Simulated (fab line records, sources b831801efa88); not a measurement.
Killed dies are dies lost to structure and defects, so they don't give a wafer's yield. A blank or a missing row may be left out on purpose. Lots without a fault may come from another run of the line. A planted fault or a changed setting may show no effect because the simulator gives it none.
fab line records | flow gf180mcu
record lots=24 wafers=72 last_day=34
route steps=602 shown SAB@273 M3@412 V3@452 M4@457
lots that met no fault: from a run of the same line without faults
start_h: hours from the record's first day to the start of the lot's first wafer shown | wait_h: hours since the lot's step before | " the same as in the row above | L1.1+2: a row that stands for several wafers | - no value, or no start given | * or withheld: withheld | < > ~ a bound
route shown NAME@n: a module of which the file shows steps, and the number in the route of the first | usual: mean/standard deviation of fault-free wafers | same: alike in all rows | chamber/n: place in a boat | sites: the reading at each site | _std_site: their standard deviation | _edge_site: outer sites' mean less inner sites' | radius_mm: how far each site lies from the wafer's centre | mask NAME#n: copy n | behind: the tool/chamber that last shaped the wafer | hold: why the lot was held/for how many hours/how that ended | device: the transistor (n, p or np) that didn't switch | end of line: the same wafers' tests at the end of the route | a step without rows: its recipe alone | killed: dies lost to structure and defects at the first sort, not the wafer's yield | map: a wafer's dies, x killed, . not, _ none there
set.NAME: the setting as run; set.NAME@STEP: as run at that earlier step | model.NAME: the simulator's own value behind a step, which no gauge read
steps of the route over a sample of lots; a table a step, a row a wafer
services: from which hour (start_h, from the record's first day; less than 0 if before it) a tool's chamber was out of use, for how many hours, and why
## steps
# step GF_SAB_CD_MEAS_09
# recipe target_cd_nm=420
# usual cd_nm=419.6/2.7
# columns lot.wafer tool chamber start_h wait_h cd_nm
L074.3 cd_sem-01 - 347.55 0.1 419.6
L074.5 " - " " 416.5
L074.6 " - " " 416.4
L075.4 cd_sem-01 - 349.48 0.1 420.7
L075.5 " - " " 421.5
L075.6 " - " " 420.6
L076.1 cd_sem-01 - 358.74 0.1 420.4
L076.2 " - " " 419.5
L076.4 " - " " 418.0
L077.1 cd_sem-02 - 359.52 0.1 417.3
L077.2 " - " " 419.3
L077.3 " - " " 418.2
L078.2 cd_sem-02 - 383.41 0.1 419.3
L078.4 " - " " 418.7
L078.5 " - " " 418.9
L079.1 cd_sem-01 - 389.06 0.1 421.3
L079.2 " - " " 422.1
L079.3 " - " " 421.4
L080.1 cd_sem-02 - 398.87 0.1 417.3
L080.4 " - " " 418.9
L080.5 " - " " 417.6
L081.1 cd_sem-02 - 413.71 0.1 419.2
L081.3 " - " " 419.6
L081.4 " - " " 418.8
L082.2 cd_sem-02 - 422.14 0.1 417.1
L082.5 " - " " 417.6
L082.6 " - " " 416.5
L083.1 cd_sem-02 - 426.69 0.1 423.3
L083.2 " - " " 424.9
L083.3 " - " " 425.4
L084.1 cd_sem-01 - 435.72 0.1 421.5
L084.2 " - " " 423.0
L084.6 " - " " 420.6
L085.1 cd_sem-02 - 444.84 0.1 417.0
L085.2 " - " " 418.6
L085.5 " - " " 417.9
L086.3 cd_sem-02 - 450.83 0.1 420.3
L086.5 " - " " 419.5
L086.6 " - " " 420.9
L087.3 cd_sem-01 - 452.78 0.1 421.1
L087.5 " - " " 418.4
L087.6 " - " " 421.0
L089.1 cd_sem-01 - 469.18 0.1 422.2
L089.5 " - " " 418.3
L089.6 " - " " 421.9
L088.1 cd_sem-01 - 471.82 0.1 422.8
L088.4 " - " " 423.3
L088.6 " - " " 426.3
L090.1 cd_sem-01 - 477.91 0.1 418.0
L090.3 " - " " 419.3
L090.5 " - " " 417.1
L091.3 cd_sem-02 - 486.51 0.1 415.8
L091.4 " - " " 414.1
L091.6 " - " " 415.9
L092.2 cd_sem-01 - 489.60 0.1 418.2
L092.4 " - " " 415.5
L092.6 " - " " 414.9
L093.1 cd_sem-02 - 494.66 0.1 420.1
L093.4 " - " " 420.8
L093.5 " - " " 420.3
L094.4 cd_sem-01 - 506.28 0.1 421.4
L094.5 " - " " 422.8
L094.6 " - " " 424.1
L095.1 cd_sem-02 - 517.18 0.1 418.7
L095.4 " - " " 417.7
L095.6 " - " " 419.5
L096.3 cd_sem-01 - 521.31 0.1 422.9
L096.4 " - " " 421.5
L096.5 " - " " 423.0
L097.2 cd_sem-01 - 530.04 0.1 418.8
L097.4 " - " " 419.2
L097.5 " - " " 417.6
# step GF_M3_SPUTTER_03
# recipe material=Ti target_thk_nm=10 substrate_temp_c=300 chamber_pressure_pa=0.3 power_w=3000 time_s=6.7
# usual chamber_pressure_pa=0.3000/0.00056 throttle_valve_pct=29.7/1.3
# columns lot.wafer tool chamber start_h wait_h chamber_pressure_pa throttle_valve_pct
L074.3 pvd_sputter-02 - 470.37 0.0 0.2998 28.0
L074.5 " - " " 0.2995 29.0
L074.6 " - " " 0.3007 28.2
L075.4 pvd_sputter-02 - 473.91 0.0 0.2986 29.9
L075.5 " - " " 0.2996 29.9
L075.6 " - " " 0.2994 29.7
L076.1 pvd_sputter-03 - 484.62 0.0 0.3002 30.0
L076.2 " - " " 0.2997 28.1
L076.4 " - " " 0.2998 28.4
L077.1 pvd_sputter-02 - 484.92 0.0 0.3001 28.4
L077.2 " - " " 0.3002 29.1
L077.3 " - " " 0.3001 30.1
L078.2 pvd_sputter-03 - 509.81 0.0 0.2996 28.4
L078.4 " - " " 0.3001 30.6
L078.5 " - " " 0.2996 30.6
L079.1 pvd_sputter-03 - 515.81 0.0 0.2997 30.4
L079.2 " - " " 0.2995 32.8
L079.3 " - " " 0.2999 28.2
L080.1 pvd_sputter-03 - 526.60 0.0 0.2997 32.6
L080.4 " - " " 0.2995 30.0
L080.5 " - " " 0.2997 32.8
L081.1 pvd_sputter-02 - 542.70 0.0 0.2999 29.1
L081.3 " - " " 0.3003 29.5
L081.4 " - " " 0.2999 29.8
L082.2 pvd_sputter-04 - 550.97 0.0 0.2994 29.2
L082.5 " - " " 0.2995 30.6
L082.6 " - " " 0.2999 28.8
L083.1 pvd_sputter-02 - 554.12 0.0 0.2998 28.0
L083.2 " - " " 0.2988 29.0
L083.3 " - " " 0.3013 30.0
L084.1 pvd_sputter-04 - 563.44 0.0 0.2999 30.5
L084.2 " - " " 0.3001 29.1
L084.6 " - " " 0.2997 28.7
L085.1 pvd_sputter-03 - 571.66 0.0 0.3009 30.1
L085.2 " - " " 0.2997 28.1
L085.5 " - " " 0.3012 29.8
L086.3 pvd_sputter-02 - 577.10 0.0 0.3013 29.7
L086.5 " - " " 0.3005 28.3
L086.6 " - " " 0.2995 29.7
L087.3 pvd_sputter-04 - 581.47 0.0 0.3004 29.1
L087.5 " - " " 0.3000 30.4
L087.6 " - " " 0.2998 30.6
L089.1 pvd_sputter-02 - 594.09 0.0 0.3004 29.9
L089.5 " - " " 0.2994 29.7
L089.6 " - " " 0.3006 29.7
L088.1 pvd_sputter-03 - 596.75 0.0 0.2999 30.8
L088.4 " - " " 0.3003 30.5
L088.6 " - " " 0.2999 28.2
L090.1 pvd_sputter-04 - 602.09 0.0 0.2998 29.3
L090.3 " - " " 0.3005 28.7
L090.5 " - " " 0.2997 28.9
L091.3 pvd_sputter-04 - 608.27 0.0 0.2997 28.8
L091.4 " - " " 0.2993 30.3
L091.6 " - " " 0.2999 29.0
L092.2 pvd_sputter-03 - 612.56 0.0 0.2999 32.8
L092.4 " - " " 0.3009 28.2
L092.6 " - " " 0.2997 32.5
L093.1 pvd_sputter-02 - 614.24 0.0 0.3005 28.8
L093.4 " - " " 0.3000 29.9
L093.5 " - " " 0.3000 29.5
L094.4 pvd_sputter-04 - 626.16 0.0 0.2996 28.9
L094.5 " - " " 0.2999 28.8
L094.6 " - " " 0.2994 28.9
L095.1 pvd_sputter-02 - 635.21 0.0 0.3003 29.0
L095.4 " - " " 0.2997 29.7
L095.6 " - " " 0.3010 29.9
L096.3 pvd_sputter-03 - 639.34 0.0 0.3012 30.1
L096.4 " - " " 0.2997 28.1
L096.5 " - " " 0.3002 30.1
L097.2 pvd_sputter-02 - 645.05 0.0 0.3004 29.7
L097.4 " - " " 0.2998 28.6
L097.5 " - " " 0.2996 28.0
# step GF_V3_CVD_23
# recipe material=W target_thk_nm=350 time_s=104.9 temp_c=400 pressure_torr=40
# usual heater_power_w=815/66 susceptor_temp_C=399.97/0.22
# columns lot.wafer tool chamber start_h wait_h heater_power_w susceptor_temp_C
L074.3 cvd_w-02 0 520.62 0.1 743 400.20
L074.5 " 1 " " 779 400.03
L074.6 " 0 " " 742 400.34
L075.4 cvd_w-01 1 524.85 0.1 947 400.25
L075.5 " 1 " " 905 400.44
L075.6 " 0 " " 841 399.27
L076.1 cvd_w-01 1 534.25 0.0 895 399.83
L076.2 " 0 " " 821 399.71
L076.4 " 1 " " 916 400.14
L077.1 cvd_w-02 1 534.60 0.0 806 400.45
L077.2 " 0 " " 733 399.67
L077.3 " 1 " " 782 400.32
L078.2 cvd_w-02 0 558.83 0.0 755 399.77
L078.4 " 1 " " 772 399.81
L078.5 " 0 " " 772 399.89
L079.1 cvd_w-01 1 563.95 0.0 938 399.73
L079.2 " 0 " " 827 399.98
L079.3 " 1 " " 905 399.98
L080.1 cvd_w-01 1 573.97 0.0 927 400.12
L080.4 " 1 " " 909 399.80
L080.5 " 0 " " 831 399.84
L081.1 cvd_w-02 0 589.32 0.0 774 400.36
L081.3 " 1 " " 777 400.27
L081.4 " 0 " " 766 399.92
L082.2 cvd_w-02 0 596.02 0.0 750 399.59
L082.5 " 1 " " 768 399.84
L082.6 " 0 " " 724 399.85
L083.1 cvd_w-02 1 599.55 0.0 759 399.75
L083.2 " 0 " " 745 399.88
L083.3 " 1 " " 788 400.29
L084.1 cvd_w-02 1 607.34 0.0 762 400.00
L084.2 " 1 " " 768 399.89
L084.6 " 1 " " 790 399.80
L085.1 cvd_w-02 0 615.69 0.0 755 399.47
L085.2 " 1 " " 771 400.01
L085.5 " 0 " " 764 400.09
L086.3 cvd_w-02 0 621.67 0.1 761 400.00
L086.5 " 1 " " 779 399.54
L086.6 " 0 " " 742 399.70
L087.3 cvd_w-02 0 625.57 0.1 742 400.38
L087.5 " 1 " " 764 399.98
L087.6 " 0 " " 737 400.00
L089.1 cvd_w-01 1 637.06 0.0 916 399.66
L089.5 " 0 " " 856 399.97
L089.6 " 1 " " 916 399.76
L088.1 cvd_w-01 1 639.47 0.0 934 400.16
L088.4 " 0 " " 842 399.90
L088.6 " 0 " " 854 399.94
L090.1 cvd_w-01 1 644.50 0.0 916 400.10
L090.3 " 1 " " 914 400.06
L090.5 " 0 " " 830 400.21
L091.3 cvd_w-02 0 651.63 0.1 774 399.78
L091.4 " 1 " " 757 400.00
L091.6 " 1 " " 778 399.78
L092.2 cvd_w-02 1 655.31 0.0 783 399.90
L092.4 " 1 " " 766 399.60
L092.6 " 0 " " 767 400.16
L093.1 cvd_w-02 0 657.16 0.0 760 399.94
L093.4 " 1 " " 784 399.83
L093.5 " 0 " " 766 399.84
L094.4 cvd_w-01 0 667.94 0.1 855 400.16
L094.5 " 0 " " 841 399.80
L094.6 " 1 " " 983 399.68
L095.1 cvd_w-01 1 675.82 0.0 901 400.38
L095.4 " 1 " " 939 400.23
L095.6 " 1 " " 930 399.97
L096.3 cvd_w-01 0 680.42 0.1 829 400.07
L096.4 " 1 " " 950 399.80
L096.5 " 1 " " 925 399.74
L097.2 cvd_w-02 1 686.86 0.0 777 400.27
L097.4 " 0 " " 770 399.82
L097.5 " 0 " " 757 400.16
# step GF_M4_SPUTTER_01
# recipe material=TiN target_thk_nm=30 power_w=6500 time_s=25 chamber_pressure_pa=0.4
# usual chamber_pressure_pa=0.4000/0.00074 throttle_valve_pct=29.8/1.4
# columns lot.wafer tool chamber start_h wait_h chamber_pressure_pa throttle_valve_pct
L074.3 pvd_sputter-03 - 521.28 0.1 0.4004 30.7
L074.5 " - " " 0.4002 29.9
L074.6 " - " " 0.4020 32.6
L075.4 pvd_sputter-01 - 525.51 0.1 0.3996 31.4
L075.5 " - " " 0.3994 27.9
L075.6 " - " " 0.3998 30.8
L076.1 pvd_sputter-02 - 534.94 0.1 0.4001 29.7
L076.2 " - " " 0.4002 30.0
L076.4 " - " " 0.3997 28.3
L077.1 pvd_sputter-01 - 535.29 0.1 0.3992 30.0
L077.2 " - " " 0.4005 31.3
L077.3 " - " " 0.4008 27.9
L078.2 pvd_sputter-02 - 559.52 0.1 0.3987 28.2
L078.4 " - " " 0.4008 29.2
L078.5 " - " " 0.3997 29.3
L079.1 pvd_sputter-03 - 564.64 0.1 0.4009 30.9
L079.2 " - " " 0.3997 28.1
L079.3 " - " " 0.3995 32.6
L080.1 pvd_sputter-01 - 574.66 0.1 0.3997 27.9
L080.4 " - " " 0.4008 29.9
L080.5 " - " " 0.4002 30.6
L081.1 pvd_sputter-02 - 590.01 0.1 0.4003 29.0
L081.3 " - " " 0.4009 29.5
L081.4 " - " " 0.3995 29.9
L082.2 pvd_sputter-02 - 596.71 0.1 0.3994 28.9
L082.5 " - " " 0.3993 28.7
L082.6 " - " " 0.3996 29.9
L083.1 pvd_sputter-02 - 600.24 0.1 0.3989 29.1
L083.2 " - " " 0.4010 28.2
L083.3 " - " " 0.3998 29.9
L084.1 pvd_sputter-03 - 608.15 0.1 0.4001 30.4
L084.2 " - " " 0.3993 28.4
L084.6 " - " " 0.4004 32.6
L085.1 pvd_sputter-02 - 616.38 0.1 0.3999 30.0
L085.2 " - " " 0.4003 27.7
L085.5 " - " " 0.3993 29.7
L086.3 pvd_sputter-02 - 622.33 0.1 0.4019 29.0
L086.5 " - " " 0.4013 29.1
L086.6 " - " " 0.3983 28.1
L087.3 pvd_sputter-01 - 626.23 0.1 0.4004 27.6
L087.5 " - " " 0.3998 30.8
L087.6 " - " " 0.4001 31.4
L089.1 pvd_sputter-03 - 637.75 0.1 0.4004 28.3
L089.5 " - " " 0.3986 32.8
L089.6 " - " " 0.4012 30.1
L088.1 pvd_sputter-03 - 640.17 0.1 0.4008 30.8
L088.4 " - " " 0.4003 32.8
L088.6 " - " " 0.4005 30.7
L090.1 pvd_sputter-01 - 645.20 0.1 0.3997 28.3
L090.3 " - " " 0.4006 29.8
L090.5 " - " " 0.3995 29.6
L091.3 pvd_sputter-03 - 652.66 0.1 0.4002 32.6
L091.4 " - " " 0.3997 30.5
L091.6 " - " " 0.4003 28.1
L092.2 pvd_sputter-02 - 656.05 0.1 0.4005 29.1
L092.4 " - " " 0.3995 29.9
L092.6 " - " " 0.3999 29.8
L093.1 pvd_sputter-02 - 657.85 0.1 0.3989 29.1
L093.4 " - " " 0.4007 29.8
L093.5 " - " " 0.4011 29.6
L094.4 pvd_sputter-03 - 668.74 0.1 0.3999 32.5
L094.5 " - " " 0.4004 32.8
L094.6 " - " " 0.3993 29.8
L095.1 pvd_sputter-02 - 676.52 0.1 0.3998 28.4
L095.4 " - " " 0.4001 30.1
L095.6 " - " " 0.3995 28.0
L096.3 pvd_sputter-03 - 681.07 0.1 0.3995 29.8
L096.4 " - " " 0.4007 30.5
L096.5 " - " " 0.3992 28.4
L097.2 pvd_sputter-03 - 687.55 0.1 0.3990 32.6
L097.4 " - " " 0.3997 28.1
L097.5 " - " " 0.4017 30.2
# step GF_M4_SPUTTER_04
# recipe material=TiN target_thk_nm=50 power_w=6500 time_s=41.7 chamber_pressure_pa=0.4
# usual chamber_pressure_pa=0.4000/0.0008 throttle_valve_pct=29.8/1.4
# columns lot.wafer tool chamber start_h wait_h chamber_pressure_pa throttle_valve_pct
L074.3 pvd_sputter-03 - 521.36 0.0 0.4009 30.7
L074.5 " - " " 0.3995 30.3
L074.6 " - " " 0.4006 32.7
L075.4 pvd_sputter-01 - 525.59 0.0 0.3994 31.3
L075.5 " - " " 0.4012 28.1
L075.6 " - " " 0.3979 30.8
L076.1 pvd_sputter-02 - 535.03 0.0 0.3993 29.4
L076.2 " - " " 0.3994 30.0
L076.4 " - " " 0.3996 27.9
L077.1 pvd_sputter-01 - 535.38 0.0 0.4002 29.8
L077.2 " - " " 0.4003 31.5
L077.3 " - " " 0.4008 27.9
L078.2 pvd_sputter-02 - 559.60 0.0 0.3994 28.2
L078.4 " - " " 0.4008 29.0
L078.5 " - " " 0.4013 29.5
L079.1 pvd_sputter-03 - 564.72 0.0 0.4012 30.5
L079.2 " - " " 0.4002 28.4
L079.3 " - " " 0.4003 32.8
L080.1 pvd_sputter-01 - 574.74 0.0 0.3990 28.0
L080.4 " - " " 0.4016 29.9
L080.5 " - " " 0.3994 30.7
L081.1 pvd_sputter-02 - 590.09 0.0 0.4002 28.8
L081.3 " - " " 0.4009 29.6
L081.4 " - " " 0.4016 30.0
L082.2 pvd_sputter-02 - 596.79 0.0 0.4005 29.3
L082.5 " - " " 0.3999 29.1
L082.6 " - " " 0.4002 29.8
L083.1 pvd_sputter-02 - 600.32 0.0 0.3994 29.0
L083.2 " - " " 0.4007 28.1
L083.3 " - " " 0.3997 29.6
L084.1 pvd_sputter-03 - 608.23 0.0 0.4009 30.7
L084.2 " - " " 0.4005 28.3
L084.6 " - " " 0.4003 32.7
L085.1 pvd_sputter-02 - 616.46 0.0 0.4000 29.7
L085.2 " - " " 0.3992 28.1
L085.5 " - " " 0.3995 30.1
L086.3 pvd_sputter-02 - 622.41 0.0 0.3981 29.2
L086.5 " - " " 0.3988 29.0
L086.6 " - " " 0.4002 28.1
L087.3 pvd_sputter-01 - 626.31 0.0 0.4011 27.9
L087.5 " - " " 0.3997 30.9
L087.6 " - " " 0.4009 31.3
L089.1 pvd_sputter-03 - 637.83 0.0 0.4003 28.1
L089.5 " - " " 0.4005 32.6
L089.6 " - " " 0.4007 29.9
L088.1 pvd_sputter-03 - 640.25 0.0 0.3987 30.6
L088.4 " - " " 0.4001 32.6
L088.6 " - " " 0.3985 30.6
L090.1 pvd_sputter-01 - 645.28 0.0 0.4005 28.1
L090.3 " - " " 0.3996 29.9
L090.5 " - " " 0.3996 29.8
L091.3 pvd_sputter-03 - 652.74 0.0 0.3976 32.8
L091.4 " - " " 0.3999 30.4
L091.6 " - " " 0.4010 28.2
L092.2 pvd_sputter-02 - 656.13 0.0 0.4004 29.1
L092.4 " - " " 0.4007 29.7
L092.6 " - " " 0.4005 29.7
L093.1 pvd_sputter-02 - 657.94 0.0 0.4004 29.1
L093.4 " - " " 0.3996 29.7
L093.5 " - " " 0.3989 29.7
L094.4 pvd_sputter-03 - 668.82 0.0 0.4003 32.6
L094.5 " - " " 0.3989 32.7
L094.6 " - " " 0.3995 30.0
L095.1 pvd_sputter-02 - 676.60 0.0 0.3996 27.9
L095.4 " - " " 0.4008 30.0
L095.6 " - " " 0.4001 28.2
L096.3 pvd_sputter-03 - 681.15 0.0 0.4003 29.8
L096.4 " - " " 0.3991 30.7
L096.5 " - " " 0.4001 28.2
L097.2 pvd_sputter-03 - 687.63 0.0 0.4004 32.6
L097.4 " - " " 0.4002 28.2
L097.5 " - " " 0.4006 29.8
# step GF_M4_CD_MEAS_14
# recipe target_cd_nm=280
# usual cd_nm=280.2/1.3
# columns lot.wafer tool chamber start_h wait_h cd_nm
L074.3 cd_sem-02 - 545.17 0.1 279.3
L074.5 " - " " 279.7
L074.6 " - " " 278.7
L075.4 cd_sem-02 - 549.62 0.1 280.3
L075.5 " - " " 280.4
L075.6 " - " " 280.2
L076.1 cd_sem-01 - 558.22 0.1 280.5
L076.2 " - " " 280.5
L076.4 " - " " 280.1
L077.1 cd_sem-02 - 558.51 0.1 279.0
L077.2 " - " " 280.6
L077.3 " - " " 280.1
L078.2 cd_sem-02 - 580.73 0.1 280.5
L078.4 " - " " 281.6
L078.5 " - " " 280.2
L079.1 cd_sem-02 - 586.12 0.1 280.7
L079.2 " - " " 280.3
L079.3 " - " " 280.0
L080.1 cd_sem-02 - 596.21 0.1 279.9
L080.4 " - " " 281.3
L080.5 " - " " 280.2
L081.1 cd_sem-02 - 610.96 0.1 282.3
L081.3 " - " " 283.5
L081.4 " - " " 282.9
L082.2 cd_sem-01 - 617.28 0.1 279.6
L082.5 " - " " 279.5
L082.6 " - " " 280.1
L083.1 cd_sem-02 - 620.88 0.1 280.5
L083.2 " - " " 279.8
L083.3 " - " " 281.7
L084.1 cd_sem-01 - 628.83 0.1 277.0
L084.2 " - " " 278.5
L084.6 " - " " 278.8
L085.1 cd_sem-01 - 636.52 0.1 279.3
L085.2 " - " " 279.8
L085.5 " - " " 279.5
L086.3 cd_sem-02 - 642.76 0.1 279.9
L086.5 " - " " 279.3
L086.6 " - " " 280.7
L087.3 cd_sem-02 - 646.45 0.1 280.2
L087.5 " - " " 281.8
L087.6 " - " " 280.0
L089.1 cd_sem-01 - 657.41 0.1 281.0
L089.5 " - " " 281.5
L089.6 " - " " 280.3
L088.1 cd_sem-01 - 659.73 0.1 279.1
L088.4 " - " " 279.4
L088.6 " - " " 278.4
L090.1 cd_sem-01 - 664.87 0.2 281.6
L090.3 " - " " 281.4
L090.5 " - " " 281.6
L091.3 cd_sem-01 - 671.94 0.2 283.3
L091.4 " - " " 282.3
L091.6 " - " " 282.3
L092.2 cd_sem-01 - 675.13 0.1 280.6
L092.4 " - " " 281.2
L092.6 " - " " 280.1
L093.1 cd_sem-01 - 677.03 0.1 280.9
L093.4 " - " " 282.0
L093.5 " - " " 281.2
L094.4 cd_sem-02 - 687.51 0.1 279.0
L094.5 " - " " 279.7
L094.6 " - " " 279.4
L095.1 cd_sem-01 - 695.31 0.1 278.8
L095.4 " - " " 279.9
L095.6 " - " " 280.0
L096.3 cd_sem-02 - 699.87 0.1 278.9
L096.4 " - " " 279.8
L096.5 " - " " 279.0
L097.2 cd_sem-01 - 706.05 0.1 277.2
L097.4 " - " " 278.2
L097.5 " - " " 278.6
## services
# columns tool chamber start_h hours kind
pvd_sputter-04 1 455.98 - consumable_replace:kit
cvd_w-01 - 460.10 2.8 pm
pvd_sputter-03 0 472.29 - consumable_replace:kit
pvd_sputter-03 0 472.29 18.0 scheduled_down
pvd_sputter-03 0 472.29 18.0 vent_cycle
pvd_sputter-02 0 482.01 - consumable_replace:kit
pvd_sputter-02 0 482.01 18.0 scheduled_down
pvd_sputter-02 0 482.01 18.0 vent_cycle
cvd_w-02 - 485.97 2.8 pm
pvd_sputter-04 - 494.03 1.6 repair
cvd_w-02 1 497.02 5.3 repair
pvd_sputter-01 - 506.63 14.9 repair
pvd_sputter-01 - 551.93 1.0 repair
pvd_sputter-03 3 594.98 - consumable_replace:kit
pvd_sputter-03 3 594.98 18.0 scheduled_down
pvd_sputter-03 3 594.98 18.0 vent_cycle
cvd_w-02 0 603.52 4.0 repair
pvd_sputter-02 3 635.27 - consumable_replace:kit
pvd_sputter-02 3 635.27 18.0 scheduled_down
pvd_sputter-02 3 635.27 18.0 vent_cycle
pvd_sputter-04 - 670.17 7.5 repair
pvd_sputter-01 3 686.86 - consumable_replace:kit
pvd_sputter-01 3 686.86 18.0 scheduled_down
pvd_sputter-01 3 686.86 18.0 vent_cycle
## key
fault none
